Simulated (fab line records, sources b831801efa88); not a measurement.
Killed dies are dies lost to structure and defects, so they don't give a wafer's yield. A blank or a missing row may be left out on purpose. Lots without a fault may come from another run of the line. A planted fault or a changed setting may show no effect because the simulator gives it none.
fab line records | flow gf180mcu
record lots=5 wafers=15 last_day=32
route steps=602 shown HV_LDD@199 NSD@235
lots that met no fault: from a run of the same line without faults
start_h: hours from the record's first day to the start of the lot's first wafer shown | wait_h: hours since the lot's step before | " the same as in the row above | L1.1+2: a row that stands for several wafers | - no value, or no start given | * or withheld: withheld | < > ~ a bound
route shown NAME@n: a module of which the file shows steps, and the number in the route of the first | usual: mean/standard deviation of fault-free wafers | same: alike in all rows | chamber/n: place in a boat | sites: the reading at each site | _std_site: their standard deviation | _edge_site: outer sites' mean less inner sites' | radius_mm: how far each site lies from the wafer's centre | mask NAME#n: copy n | behind: the tool/chamber that last shaped the wafer | hold: why the lot was held/for how many hours/how that ended | device: the transistor (n, p or np) that didn't switch | end of line: the same wafers' tests at the end of the route | a step without rows: its recipe alone | killed: dies lost to structure and defects at the first sort, not the wafer's yield | map: a wafer's dies, x killed, . not, _ none there
set.NAME: the setting as run; set.NAME@STEP: as run at that earlier step | model.NAME: the simulator's own value behind a step, which no gauge read
lots at some steps of the route; a table a step, a row a wafer
services: from which hour (start_h, from the record's first day; less than 0 if before it) a tool's chamber was out of use, for how many hours, and why
## steps
# step GF_HV_LDD_TW_MEAS_23
# usual HV_LDD_2_TW=1044/5.8
# columns lot.wafer tool chamber start_h wait_h HV_LDD_2_TW
L078.1 film_metro-01 - 265.11 0.1 1050
L078.3 " - " " 1049
L078.5 " - " " 1044
L080.2 film_metro-03 - 283.06 0.1 1036
L080.4 " - " " 1039
L080.5 " - " " 1044
L081.3 film_metro-01 - 283.67 0.1 1045
L081.4 " - " " 1043
L081.5 " - " " 1049
L085.2 film_metro-01 - 317.21 0.1 1042
L085.5 " - " " 1045
L085.6 " - " " 1048
L086.1 film_metro-02 - 328.00 0.1 1047
L086.3 " - " " 1046
L086.6 " - " " 1039
# step GF_HV_LDD_DEHYDRATE_24
# recipe temp_c=200 time_s=60
# columns lot.wafer tool chamber start_h wait_h
L078.1+3+5 litho_track-03 0 273.89 8.8
L080.2+4+5 litho_track-04 0 292.38 9.3
L081.3+4+5 litho_track-04 0 293.30 9.6
L085.2+5+6 litho_track-03 0 326.42 9.2
L086.1+3+6 litho_track-01 0 338.00 10.0
# step GF_HV_LDD_HMDS_25
# recipe prime_time_s=60 prime_temp_c=120
# columns lot.wafer tool chamber start_h wait_h
L078.1+3+5 litho_track-03 0 274.04 0.1
L080.2+4+5 litho_track-04 0 292.53 0.1
L081.3+4+5 litho_track-04 0 293.45 0.1
L085.2+5+6 litho_track-03 0 326.57 0.1
L086.1+3+6 litho_track-01 0 338.15 0.1
# step GF_HV_LDD_COAT_26
# recipe resist=NOVOLAK spin_rpm=3000 resist_thk_nm=1000
# columns lot.wafer tool chamber start_h wait_h
L078.1+3+5 litho_track-03 0 274.19 0.1
L080.2+4+5 litho_track-04 0 292.68 0.1
L081.3+4+5 litho_track-04 0 293.60 0.1
L085.2+5+6 litho_track-03 0 326.72 0.1
L086.1+3+6 litho_track-01 0 338.30 0.1
# step GF_HV_LDD_SOFTBAKE_27
# recipe temp_c=90 time_s=60 resist=NOVOLAK
# columns lot.wafer tool chamber start_h wait_h
L078.1+3+5 litho_track-03 0 274.34 0.1
L080.2+4+5 litho_track-04 0 292.83 0.1
L081.3+4+5 litho_track-04 0 293.75 0.1
L085.2+5+6 litho_track-03 0 326.87 0.1
L086.1+3+6 litho_track-01 0 338.45 0.1
# step GF_HV_LDD_EXPOSE_28
# recipe mask_id=Nplus_HV_AREA target_cd_nm=400 na=0.6 source_shape=conventional sigma_outer=0.6 dose_mj=140
# usual reticle_temp_C=23.00/0.12
# same na=0.6
# columns lot.wafer tool chamber start_h wait_h mask reticle_temp_C
L078.1 iline_stepper-01 0 - - Nplus_HV_AREA#0 23.00
L078.3 " 0 " " Nplus_HV_AREA#0 22.89
L078.5 " 0 " " Nplus_HV_AREA#0 22.94
L080.2 iline_stepper-01 0 - - Nplus_HV_AREA#0 22.99
L080.4 " 0 " " Nplus_HV_AREA#0 22.96
L080.5 " 0 " " Nplus_HV_AREA#0 22.98
L081.3 iline_stepper-02 0 - - Nplus_HV_AREA#0 23.00
L081.4 " 0 " " Nplus_HV_AREA#0 22.93
L081.5 " 0 " " Nplus_HV_AREA#0 22.86
L085.2 iline_stepper-01 0 - - Nplus_HV_AREA#0 23.00
L085.5 " 0 " " Nplus_HV_AREA#0 23.18
L085.6 " 0 " " Nplus_HV_AREA#0 22.98
L086.1 iline_stepper-01 0 - - Nplus_HV_AREA#0 23.11
L086.3 " 0 " " Nplus_HV_AREA#0 23.07
L086.6 " 0 " " Nplus_HV_AREA#0 23.00
# step GF_HV_LDD_PEB_29
# recipe temp_c=withheld time_s=* resist=NOVOLAK
# columns lot.wafer tool chamber start_h wait_h
L078.1+3+5 litho_track-01 0 - -
L080.2+4+5 litho_track-03 0 - -
L081.3+4+5 litho_track-04 0 - -
L085.2+5+6 litho_track-04 0 - -
L086.1+3+6 litho_track-01 0 - -
# step GF_HV_LDD_DEVELOP_30
# recipe develop_time_s=60 dev_temp_c=23
# columns lot.wafer tool chamber start_h wait_h
L078.1+3+5 litho_track-01 0 284.35 0.1
L080.2+4+5 litho_track-03 0 302.87 0.1
L081.3+4+5 litho_track-04 0 303.40 0.1
L085.2+5+6 litho_track-04 0 337.03 0.1
L086.1+3+6 litho_track-01 0 348.90 0.1
# step GF_HV_LDD_CD_MEAS_31
# recipe target_cd_nm=400
# usual cd_nm=400.8/1.9
# columns lot.wafer tool chamber start_h wait_h cd_nm
L078.1 cd_sem-01 - 284.50 0.1 398.4
L078.3 " - " " 399.9
L078.5 " - " " 398.2
L080.2 cd_sem-02 - 303.01 0.1 402.5
L080.4 " - " " 402.9
L080.5 " - " " 400.4
L081.3 cd_sem-02 - 303.54 0.1 402.4
L081.4 " - " " 402.0
L081.5 " - " " 402.2
L085.2 cd_sem-02 - 337.17 0.1 401.0
L085.5 " - " " 401.1
L085.6 " - " " 400.5
L086.1 cd_sem-01 - 349.05 0.1 399.1
L086.3 " - " " 402.2
L086.6 " - " " 399.2
# step GF_HV_LDD_OVL_MEAS_32
# usual HV_LDD_02_OVL=0.0/1.3
# columns lot.wafer tool chamber start_h wait_h HV_LDD_02_OVL[nm]
L078.1 overlay-02 - 284.62 0.1 0.5
L078.3 " - " " 0.3
L078.5 " - " " -0.4
L080.2 overlay-02 - 303.14 0.1 -0.5
L080.4 " - " " 1.0
L080.5 " - " " 0.7
L081.3 overlay-02 - 303.63 0.1 2.5
L081.4 " - " " 0.7
L081.5 " - " " 0.0
L085.2 overlay-02 - 337.28 0.1 -1.1
L085.5 " - " " -0.1
L085.6 " - " " -0.5
L086.1 overlay-01 - 349.17 0.1 -0.8
L086.3 " - " " -0.8
L086.6 " - " " -0.2
# step GF_HV_LDD_IMPLANT_33
# recipe species=P energy_kev=60 dose_cm2=7.5e+12 tilt_deg=30 rotation_deg=0
# usual beam_energy_keV=60.004/0.019
# columns lot.wafer tool chamber start_h wait_h beam_energy_keV
L078.1 implanter-04 0 284.65 0.0 59.985
L078.3 " 0 " " 60.011
L078.5 " 0 " " 60.030
L080.2 implanter-01 0 303.19 0.0 59.980
L080.4 " 0 " " 59.984
L080.5 " 0 " " 59.965
L081.3 implanter-04 0 303.71 0.1 59.989
L081.4 " 0 " " 60.000
L081.5 " 0 " " 60.000
L085.2 implanter-01 0 337.33 0.0 60.018
L085.5 " 0 " " 60.021
L085.6 " 0 " " 60.003
L086.1 implanter-04 0 349.20 0.0 60.027
L086.3 " 0 " " 60.003
L086.6 " 0 " " 60.006
# step GF_HV_LDD_IMPLANT_34
# recipe species=P energy_kev=60 dose_cm2=7.5e+12 tilt_deg=30 rotation_deg=90
# usual beam_energy_keV=60.007/0.019
# columns lot.wafer tool chamber start_h wait_h beam_energy_keV
L078.1 implanter-04 0 284.80 0.1 60.004
L078.3 " 0 " " 60.006
L078.5 " 0 " " 60.014
L080.2 implanter-01 0 303.34 0.1 60.010
L080.4 " 0 " " 60.023
L080.5 " 0 " " 60.027
L081.3 implanter-04 0 303.86 0.1 60.016
L081.4 " 0 " " 60.016
L081.5 " 0 " " 60.022
L085.2 implanter-01 0 337.48 0.1 59.983
L085.5 " 0 " " 60.034
L085.6 " 0 " " 59.971
L086.1 implanter-04 0 349.35 0.1 59.993
L086.3 " 0 " " 59.993
L086.6 " 0 " " 60.002
# step GF_HV_LDD_IMPLANT_35
# recipe species=P energy_kev=60 dose_cm2=7.5e+12 tilt_deg=30 rotation_deg=180
# usual beam_energy_keV=60.000/0.019
# columns lot.wafer tool chamber start_h wait_h beam_energy_keV
L078.1 implanter-04 0 284.95 0.1 60.005
L078.3 " 0 " " 59.989
L078.5 " 0 " " 59.999
L080.2 implanter-01 0 303.49 0.1 59.965
L080.4 " 0 " " 59.983
L080.5 " 0 " " 59.986
L081.3 implanter-04 0 304.01 0.1 59.963
L081.4 " 0 " " 60.001
L081.5 " 0 " " 60.000
L085.2 implanter-01 0 337.63 0.1 59.986
L085.5 " 0 " " 59.979
L085.6 " 0 " " 60.036
L086.1 implanter-04 0 349.50 0.1 59.990
L086.3 " 0 " " 60.000
L086.6 " 0 " " 60.006
# step GF_HV_LDD_IMPLANT_36
# recipe species=P energy_kev=60 dose_cm2=7.5e+12 tilt_deg=30 rotation_deg=270
# usual beam_energy_keV=59.999/0.02
# columns lot.wafer tool chamber start_h wait_h beam_energy_keV
L078.1 implanter-04 0 285.10 0.1 60.019
L078.3 " 0 " " 60.030
L078.5 " 0 " " 60.031
L080.2 implanter-01 0 303.64 0.1 59.996
L080.4 " 0 " " 60.003
L080.5 " 0 " " 60.003
L081.3 implanter-04 0 305.31 1.3 59.984
L081.4 " 0 " " 59.970
L081.5 " 0 " " 59.982
L085.2 implanter-01 0 337.78 0.1 60.010
L085.5 " 0 " " 60.006
L085.6 " 0 " " 60.004
L086.1 implanter-04 0 349.65 0.1 59.989
L086.3 " 0 " " 60.015
L086.6 " 0 " " 60.014
# step GF_HV_LDD_STRIP_37
# recipe chemistry=O2/N2 power_w=1400 pressure_mtorr=1500 platen_temp_c=250 o2_flow_sccm=3000 n2_flow_sccm=300 overash_fraction=0.5
# usual drypump_motor_current_A=5.9/0.43 heater_power_w=323/31 oes_product_au=0.716/0.0042 strip_time_to_endpoint_s=12.64/0.033
# columns lot.wafer tool chamber start_h wait_h drypump_motor_current_A heater_power_w oes_product_au rf_hours_counter_h strip_time_to_endpoint_s
L078.1 plasma_asher-01 0 285.25 0.1 5.4 365 0.712 63 12.64
L078.3 " 0 " " 5.5 361 0.713 - 12.65
L078.5 " 1 " " 6.6 309 0.716 - 12.65
L080.2 plasma_asher-03 0 303.77 0.1 6.3 279 0.718 55 12.62
L080.4 " 1 " " 5.4 309 0.714 - 12.66
L080.5 " 1 " " 5.5 310 0.715 - 12.66
L081.3 plasma_asher-03 0 305.45 0.1 6.2 282 0.716 - 12.63
L081.4 " 1 " " 5.4 303 0.718 - 12.61
L081.5 " 1 " " 5.4 313 0.714 - 12.61
L085.2 plasma_asher-01 1 337.91 0.1 6.6 307 0.706 68 12.66
L085.5 " 1 " " 6.6 311 0.725 - 12.64
L085.6 " 0 " " 5.5 371 0.710 - 12.62
L086.1 plasma_asher-02 1 349.80 0.1 6.0 351 0.717 67 12.61
L086.3 " 1 " " 6.0 356 0.708 - 12.61
L086.6 " 1 " " 6.0 349 0.716 - 12.62
# step GF_HV_LDD_TW_MEAS_38
# usual HV_LDD_3_TW=1419/8
# columns lot.wafer tool chamber start_h wait_h HV_LDD_3_TW
L078.1 film_metro-03 - 285.35 0.1 1412
L078.3 " - " " 1411
L078.5 " - " " 1410
L080.2 film_metro-01 - 303.88 0.1 1424
L080.4 " - " " 1426
L080.5 " - " " 1422
L081.3 film_metro-02 - 305.53 0.1 1425
L081.4 " - " " 1403
L081.5 " - " " 1418
L085.2 film_metro-02 - 338.02 0.1 1414
L085.5 " - " " 1411
L085.6 " - " " 1417
L086.1 film_metro-03 - 349.90 0.1 1422
L086.3 " - " " 1417
L086.6 " - " " 1414
# step GF_HV_LDD_DEHYDRATE_39
# recipe temp_c=200 time_s=60
# columns lot.wafer tool chamber start_h wait_h
L078.1+3+5 litho_track-04 0 294.45 9.1
L080.2+4+5 litho_track-04 0 313.43 9.5
L081.3+4+5 litho_track-04 0 315.25 9.7
L085.2+5+6 litho_track-01 0 348.17 10.1
L086.1+3+6 litho_track-01 0 359.90 10.0
# step GF_HV_LDD_HMDS_40
# recipe prime_time_s=60 prime_temp_c=120
# columns lot.wafer tool chamber start_h wait_h
L078.1+3+5 litho_track-04 0 294.60 0.1
L080.2+4+5 litho_track-04 0 313.58 0.1
L081.3+4+5 litho_track-04 0 315.40 0.1
L085.2+5+6 litho_track-01 0 348.32 0.1
L086.1+3+6 litho_track-01 0 360.05 0.1
# step GF_HV_LDD_COAT_41
# recipe resist=NOVOLAK spin_rpm=3000 resist_thk_nm=1000
# columns lot.wafer tool chamber start_h wait_h
L078.1+3+5 litho_track-04 0 294.75 0.1
L080.2+4+5 litho_track-04 0 313.73 0.1
L081.3+4+5 litho_track-04 0 315.55 0.1
L085.2+5+6 litho_track-01 0 348.47 0.1
L086.1+3+6 litho_track-01 0 360.20 0.1
# step GF_HV_LDD_SOFTBAKE_42
# recipe temp_c=90 time_s=60 resist=NOVOLAK
# columns lot.wafer tool chamber start_h wait_h
L078.1+3+5 litho_track-04 0 294.90 0.1
L080.2+4+5 litho_track-04 0 313.88 0.1
L081.3+4+5 litho_track-04 0 315.70 0.1
L085.2+5+6 litho_track-01 0 348.62 0.1
L086.1+3+6 litho_track-01 0 360.35 0.1
# step GF_HV_LDD_EXPOSE_43
# recipe mask_id=Pplus_HV_AREA target_cd_nm=400 na=0.6 source_shape=conventional sigma_outer=0.6 dose_mj=140
# usual reticle_temp_C=23.01/0.087
# same na=0.6
# columns lot.wafer tool chamber start_h wait_h mask reticle_temp_C
L078.1 iline_stepper-01 0 - - Pplus_HV_AREA#0 22.94
L078.3 " 0 " " Pplus_HV_AREA#0 23.06
L078.5 " 0 " " Pplus_HV_AREA#0 23.00
L080.2 iline_stepper-02 0 - - Pplus_HV_AREA#0 23.01
L080.4 " 0 " " Pplus_HV_AREA#0 23.05
L080.5 " 0 " " Pplus_HV_AREA#0 23.17
L081.3 iline_stepper-01 0 - - Pplus_HV_AREA#0 23.03
L081.4 " 0 " " Pplus_HV_AREA#0 23.09
L081.5 " 0 " " Pplus_HV_AREA#0 23.09
L085.2 iline_stepper-02 0 - - Pplus_HV_AREA#0 22.97
L085.5 " 0 " " Pplus_HV_AREA#0 23.07
L085.6 " 0 " " Pplus_HV_AREA#0 23.12
L086.1 iline_stepper-01 0 - - Pplus_HV_AREA#0 22.92
L086.3 " 0 " " Pplus_HV_AREA#0 23.00
L086.6 " 0 " " Pplus_HV_AREA#0 22.94
# step GF_HV_LDD_PEB_44
# recipe temp_c=withheld time_s=* resist=NOVOLAK
# columns lot.wafer tool chamber start_h wait_h
L078.1+3+5 litho_track-01 0 - -
L080.2+4+5 litho_track-01 0 - -
L081.3+4+5 litho_track-03 0 - -
L085.2+5+6 litho_track-03 0 - -
L086.1+3+6 litho_track-04 0 - -
# step GF_HV_LDD_DEVELOP_45
# recipe develop_time_s=60 dev_temp_c=23
# columns lot.wafer tool chamber start_h wait_h
L078.1+3+5 litho_track-01 0 304.85 0.1
L080.2+4+5 litho_track-01 0 324.57 0.1
L081.3+4+5 litho_track-03 0 326.29 0.1
L085.2+5+6 litho_track-03 0 359.17 0.1
L086.1+3+6 litho_track-04 0 371.40 0.1
# step GF_HV_LDD_CD_MEAS_46
# recipe target_cd_nm=400
# usual cd_nm=400.8/2.2
# columns lot.wafer tool chamber start_h wait_h cd_nm
L078.1 cd_sem-02 - 305.00 0.1 405.0
L078.3 " - " " 406.2
L078.5 " - " " 404.4
L080.2 cd_sem-01 - 324.72 0.1 401.5
L080.4 " - " " 402.3
L080.5 " - " " 400.9
L081.3 cd_sem-02 - 326.43 0.1 403.9
L081.4 " - " " 401.8
L081.5 " - " " 401.0
L085.2 cd_sem-02 - 359.31 0.1 394.7
L085.5 " - " " 398.1
L085.6 " - " " 397.7
L086.1 cd_sem-01 - 371.55 0.1 399.9
L086.3 " - " " 400.7
L086.6 " - " " 400.7
# step GF_HV_LDD_OVL_MEAS_47
# usual HV_LDD_03_OVL=-0.2/1.8
# columns lot.wafer tool chamber start_h wait_h HV_LDD_03_OVL[nm]
L078.1 overlay-02 - 305.12 0.1 0.7
L078.3 " - " " -2.0
L078.5 " - " " -1.6
L080.2 overlay-01 - 324.82 0.1 -2.0
L080.4 " - " " -1.9
L080.5 " - " " -1.9
L081.3 overlay-02 - 326.52 0.1 -1.7
L081.4 " - " " 0.0
L081.5 " - " " 1.0
L085.2 overlay-02 - 359.42 0.1 0.7
L085.5 " - " " -0.3
L085.6 " - " " 0.7
L086.1 overlay-02 - 371.67 0.1 -2.1
L086.3 " - " " -1.3
L086.6 " - " " -0.5
# step GF_HV_LDD_IMPLANT_48
# recipe species=B energy_kev=25 dose_cm2=2.975e+13 tilt_deg=7
# usual beam_energy_keV=25.001/0.0079
# columns lot.wafer tool chamber start_h wait_h beam_energy_keV
L078.1 implanter-01 0 305.15 0.0 25.000
L078.3 " 0 " " 25.007
L078.5 " 0 " " 24.988
L080.2 implanter-01 0 324.88 0.0 24.996
L080.4 " 0 " " 25.004
L080.5 " 0 " " 24.991
L081.3 implanter-04 0 326.60 0.1 25.006
L081.4 " 0 " " 24.992
L081.5 " 0 " " 24.987
L085.2 implanter-01 0 359.47 0.0 25.005
L085.5 " 0 " " 25.009
L085.6 " 0 " " 24.989
L086.1 implanter-04 0 371.71 0.0 24.987
L086.3 " 0 " " 24.993
L086.6 " 0 " " 24.993
# step GF_HV_LDD_STRIP_49
# recipe chemistry=O2/N2 power_w=1400 pressure_mtorr=1500 platen_temp_c=250 o2_flow_sccm=3000 n2_flow_sccm=300 overash_fraction=0.5
# usual drypump_motor_current_A=5.9/0.41 heater_power_w=327/31 oes_product_au=0.716/0.0047 strip_time_to_endpoint_s=12.61/0.036
# columns lot.wafer tool chamber start_h wait_h drypump_motor_current_A heater_power_w oes_product_au rf_hours_counter_h strip_time_to_endpoint_s
L078.1 plasma_asher-01 1 305.30 0.1 6.6 308 0.726 65 12.64
L078.3 " 1 " " 6.6 304 0.713 - 12.62
L078.5 " 0 " " 5.4 356 0.719 - 12.63
L080.2 plasma_asher-01 0 325.00 0.1 5.5 369 0.712 67 12.62
L080.4 " 0 " " 5.5 363 0.715 - 12.66
L080.5 " 0 " " 5.4 369 0.718 - 12.63
L081.3 plasma_asher-01 0 326.73 0.1 5.4 378 0.712 - 12.63
L081.4 " 1 " " 6.6 312 0.721 - 12.67
L081.5 " 1 " " 6.6 315 0.716 - 12.67
L085.2 plasma_asher-02 0 359.60 0.1 5.7 351 0.720 68 12.61
L085.5 " 1 " " 6.0 354 0.712 - 12.63
L085.6 " 0 " " 5.7 354 0.718 - 12.59
L086.1 plasma_asher-02 0 371.86 0.1 5.7 347 0.718 70 12.67
L086.3 " 0 " " 5.7 355 0.715 - 12.64
L086.6 " 0 " " 5.7 350 0.712 - 12.65
# step GF_HV_LDD_TW_MEAS_50
# usual HV_LDD_4_TW=561.1/2.9
# columns lot.wafer tool chamber start_h wait_h HV_LDD_4_TW
L078.1 film_metro-02 - 305.40 0.1 562.0
L078.3 " - " " 559.5
L078.5 " - " " 560.3
L080.2 film_metro-02 - 325.11 0.1 558.9
L080.4 " - " " 564.6
L080.5 " - " " 560.1
L081.3 film_metro-02 - 326.82 0.1 560.2
L081.4 " - " " 560.7
L081.5 " - " " 562.6
L085.2 film_metro-03 - 359.71 0.1 561.6
L085.5 " - " " 560.4
L085.6 " - " " 560.2
L086.1 film_metro-03 - 371.96 0.1 552.7
L086.3 " - " " 558.3
L086.6 " - " " 555.2
# step GF_HV_LDD_CLEAN_51
# recipe chemistry=SC1/SC2 mix=1:4:20 temp_c=70 time_s=150 dry=n2_spin
# usual bath_guard_temp_C=70.0/0.38
# columns lot.wafer tool chamber start_h wait_h bath_guard_temp_C
L078.1 wet_bench-02 1 305.46 0.1 70.3
L078.3 " 1 " " 70.3
L078.5 " 1 " " 70.3
L080.2 wet_bench-03 1 325.16 0.0 70.8
L080.4 " 1 " " 70.4
L080.5 " 1 " " 70.1
L081.3 wet_bench-04 3 326.86 0.0 69.0
L081.4 " 3 " " 69.7
L081.5 " 3 " " 69.4
L085.2 wet_bench-03 3 359.76 0.0 69.7
L085.5 " 3 " " 69.8
L085.6 " 3 " " 69.7
L086.1 wet_bench-03 1 372.02 0.1 70.5
L086.3 " 1 " " 70.3
L086.6 " 1 " " 70.5
# step GF_HV_LDD_RTA_52
# recipe temp_c=1000 time_s=10 ambient=N2
# usual lamp_power_pct=28.818/0.028 wafer_temp_C_max=1002.9/0.67
# columns lot.wafer tool chamber start_h wait_h lamp_power_pct wafer_temp_C_max
L078.1 rtp_anneal-01 0 305.52 0.0 28.762 1003.3
L078.3 " 0 " " 28.797 1002.4
L078.5 " 0 " " 28.796 1002.6
L080.2 rtp_anneal-01 0 325.22 0.0 28.830 1004.0
L080.4 " 0 " " 28.793 1003.3
L080.5 " 0 " " 28.823 1003.1
L081.3 rtp_anneal-02 0 326.93 0.0 28.874 1003.4
L081.4 " 0 " " 28.840 1002.9
L081.5 " 0 " " 28.861 1003.2
L085.2 rtp_anneal-01 0 359.82 0.0 28.790 1003.3
L085.5 " 0 " " 28.824 1003.5
L085.6 " 0 " " 28.834 1003.3
L086.1 rtp_anneal-01 0 372.13 0.0 28.806 1003.1
L086.3 " 0 " " 28.781 1003.6
L086.6 " 0 " " 28.845 1004.0
# step GF_HV_LDD_RS_MEAS_53
# recipe thk_meas_gauge=four-point-probe
# usual HV_LDD_RS=418.1/0.95
# columns lot.wafer tool chamber start_h wait_h HV_LDD_RS[ohm/sq]
L078.1 film_metro-02 - 305.58 0.1 419.2
L078.3 " - " " 418.8
L078.5 " - " " 418.0
L080.2 film_metro-03 - 325.30 0.1 416.5
L080.4 " - " " 416.6
L080.5 " - " " 417.6
L081.3 film_metro-03 - 327.01 0.1 417.3
L081.4 " - " " 416.4
L081.5 " - " " 417.3
L085.2 film_metro-01 - 359.90 0.1 417.1
L085.5 " - " " 417.9
L085.6 " - " " 417.9
L086.1 film_metro-01 - 372.19 0.1 418.2
L086.3 " - " " 418.9
L086.6 " - " " 417.2
# step GF_HV_LDD_CVD_54
# recipe material=SiO2 target_thk_nm=10 precursor=TEOS temp_c=680 time_s=75 pressure_mtorr=400
# usual pressure_mtorr=400.1/0.76 spike_tc_upper_C=679.4/1
# columns lot.wafer tool chamber start_h wait_h pressure_mtorr spike_tc_upper_C
L078.1 lpcvd-02 0 305.70 0.1 401.1 678.9
L078.3 " 0 " " 401.5 678.9
L078.5 " 0 " " 401.6 679.3
L080.2 lpcvd-01 0 325.40 0.1 400.1 678.8
L080.4 " 0 " " 400.4 680.1
L080.5 " 0 " " 401.2 678.2
L081.3 lpcvd-02 0 327.91 0.9 400.7 679.2
L081.4 " 0 " " 400.3 679.1
L081.5 " 0 " " 401.3 679.4
L085.2 lpcvd-02 0 360.71 0.8 399.0 678.2
L085.5 " 0 " " 399.6 680.4
L085.6 " 0 " " 398.6 679.5
L086.1 lpcvd-01 0 372.31 0.1 401.3 678.6
L086.3 " 0 " " 400.4 680.8
L086.6 " 0 " " 401.5 678.7
# step GF_HV_LDD_THK_MEAS_55
# recipe reads=SiO2_of_HV_LDD_CVD_54
# usual HV_LDD_CVD_54_THK=10.05/0.13
# columns lot.wafer tool chamber start_h wait_h HV_LDD_CVD_54_THK[nm]
L078.1 film_metro-02 - 306.73 0.0 10.13
L078.3 " - " " 10.20
L078.5 " - " " 10.20
L080.2 film_metro-02 - 326.43 0.0 9.84
L080.4 " - " " 9.74
L080.5 " - " " 9.82
L081.3 film_metro-03 - 328.95 0.0 10.12
L081.4 " - " " 10.04
L081.5 " - " " 10.09
L085.2 film_metro-01 - 361.74 0.0 9.92
L085.5 " - " " 9.80
L085.6 " - " " 10.00
L086.1 film_metro-02 - 373.33 0.0 10.21
L086.3 " - " " 10.08
L086.6 " - " " 10.11
# step GF_HV_LDD_CVD_56
# recipe material=Si3N4 precursor=DCS/NH3 target_thk_nm=90 temp_c=770 time_s=1543 pressure_mtorr=250
# usual pressure_mtorr=250.0/0.52 spike_tc_upper_C=769.9/1.2
# columns lot.wafer tool chamber start_h wait_h pressure_mtorr spike_tc_upper_C
L078.1 lpcvd-01 1 306.79 0.1 250.0 770.3
L078.3 " 1 " " 249.9 770.4
L078.5 " 1 " " 249.5 771.6
L080.2 lpcvd-02 1 326.48 0.0 250.1 768.6
L080.4 " 1 " " 250.6 771.1
L080.5 " 1 " " 249.8 770.4
L081.3 lpcvd-01 0 328.99 0.0 249.7 769.7
L081.4 " 0 " " 249.9 769.4
L081.5 " 0 " " 249.7 768.5
L085.2 lpcvd-02 0 361.79 0.0 250.0 771.6
L085.5 " 0 " " 249.4 769.3
L085.6 " 0 " " 249.6 771.0
L086.1 lpcvd-02 1 373.56 0.2 249.2 769.8
L086.3 " 1 " " 250.0 768.9
L086.6 " 1 " " 250.2 770.2
# step GF_HV_LDD_THK_MEAS_57
# recipe reads=Si3N4_of_HV_LDD_CVD_56
# usual HV_LDD_CVD_56_THK=90.5/0.84
# columns lot.wafer tool chamber start_h wait_h HV_LDD_CVD_56_THK[nm]
L078.1 film_metro-03 - 308.21 0.0 90.5
L078.3 " - " " 91.0
L078.5 " - " " 90.9
L080.2 film_metro-02 - 327.92 0.0 91.3
L080.4 " - " " 91.5
L080.5 " - " " 91.4
L081.3 film_metro-02 - 330.44 0.0 90.5
L081.4 " - " " 90.1
L081.5 " - " " 89.9
L085.2 film_metro-01 - 363.22 0.0 90.9
L085.5 " - " " 91.4
L085.6 " - " " 90.6
L086.1 film_metro-02 - 374.99 0.0 90.8
L086.3 " - " " 90.6
L086.6 " - " " 90.2
# step GF_HV_LDD_ETCHBACK_58
# recipe chemistry=CH3F/O2 target=Si3N4 stop_on=SiO2 source_w=400 bias_w=80 pressure_mtorr=25 ch3f_flow_sccm=40 O2_flow_sccm=30 time_s=100 target_depth_a=900
# usual drypump_motor_current_A=5.8/0.61 oes_product_au=0.845/0.0056 throttle_valve_pct=10.561/0.0087
# columns lot.wafer tool chamber start_h wait_h drypump_motor_current_A oes_product_au rf_hours_counter_h throttle_valve_pct
L078.1 rie_diel-01 1 308.27 0.1 6.5 0.844 14 10.552
L078.3 " 3 " " 5.7 0.849 105 10.566
L078.5 " 1 " " 6.5 0.848 - 10.567
L080.2 rie_diel-03 3 327.97 0.0 5.0 0.853 12 10.560
L080.4 " 2 " " 5.0 0.850 91 10.569
L080.5 " 2 " " 5.0 0.853 - 10.564
L081.3 rie_diel-01 3 330.48 0.0 5.7 0.840 106 10.550
L081.4 " 1 " " 6.6 0.840 15 10.557
L081.5 " 3 " " 5.7 0.838 - 10.561
L085.2 rie_diel-01 2 363.27 0.0 5.5 0.847 24 10.556
L085.5 " 2 " " 5.6 0.847 - 10.563
L085.6 " 3 " " 5.7 0.849 - 10.534
L086.1 rie_diel-04 1 375.05 0.1 5.4 0.843 74 10.566
L086.3 " 0 " " 6.1 0.846 10 10.563
L086.6 " 1 " " 5.4 0.837 - 10.562
# step GF_NSD_DEHYDRATE_00
# recipe temp_c=200 time_s=60
# columns lot.wafer tool chamber start_h wait_h
L078.1+3+5 litho_track-04 0 317.75 9.4
L080.2+4+5 litho_track-04 0 337.78 9.8
L081.3+4+5 litho_track-02 0 340.51 10.0
L085.2+5+6 litho_track-04 0 373.98 10.7
L086.1+3+6 litho_track-02 0 385.86 10.8
# step GF_NSD_HMDS_01
# recipe prime_time_s=60 prime_temp_c=120
# columns lot.wafer tool chamber start_h wait_h
L078.1+3+5 litho_track-04 0 317.90 0.1
L080.2+4+5 litho_track-04 0 337.93 0.1
L081.3+4+5 litho_track-02 0 340.66 0.1
L085.2+5+6 litho_track-04 0 374.13 0.1
L086.1+3+6 litho_track-02 0 386.01 0.1
# step GF_NSD_COAT_02
# recipe resist=NOVOLAK spin_rpm=3000 resist_thk_nm=1000
# columns lot.wafer tool chamber start_h wait_h
L078.1+3+5 litho_track-04 0 318.05 0.1
L080.2+4+5 litho_track-04 0 338.08 0.1
L081.3+4+5 litho_track-02 0 340.81 0.1
L085.2+5+6 litho_track-04 0 374.28 0.1
L086.1+3+6 litho_track-02 0 386.16 0.1
# step GF_NSD_SOFTBAKE_03
# recipe temp_c=90 time_s=60 resist=NOVOLAK
# columns lot.wafer tool chamber start_h wait_h
L078.1+3+5 litho_track-04 0 318.20 0.1
L080.2+4+5 litho_track-04 0 338.23 0.1
L081.3+4+5 litho_track-02 0 340.96 0.1
L085.2+5+6 litho_track-04 0 374.43 0.1
L086.1+3+6 litho_track-02 0 386.31 0.1
## services
# columns tool chamber start_h hours kind
rie_diel-03 3 250.09 5.7 repair
implanter-04 - 250.25 32.2 pm
implanter-01 - 255.15 4.6 repair
lpcvd-02 - 272.72 1.1 repair
litho_track-01 - 273.17 - consumable_replace:filter
lpcvd-02 - 278.73 1.0 repair
rie_diel-01 3 298.32 7.7 repair
iline_stepper-01 - 305.28 9.0 repair
rie_diel-01 1 317.76 7.2 repair
rie_diel-04 - 322.04 0.2 repair
implanter-04 - 327.28 2.7 repair
plasma_asher-02 - 330.86 5.4 repair
iline_stepper-02 - 340.96 2.1 pm
iline_stepper-02 - 343.04 - consumable_replace:lamp
iline_stepper-01 - 343.08 1.7 pm
implanter-01 - 345.24 4.3 pm
lpcvd-01 - 353.80 0.4 repair
iline_stepper-02 0 356.59 - calibration
rie_diel-03 1 359.06 6.7 repair
rie_diel-01 0 359.75 5.3 repair
plasma_asher-01 - 362.67 0.5 repair
rie_diel-03 - 371.72 1.0 repair
## key
fault none
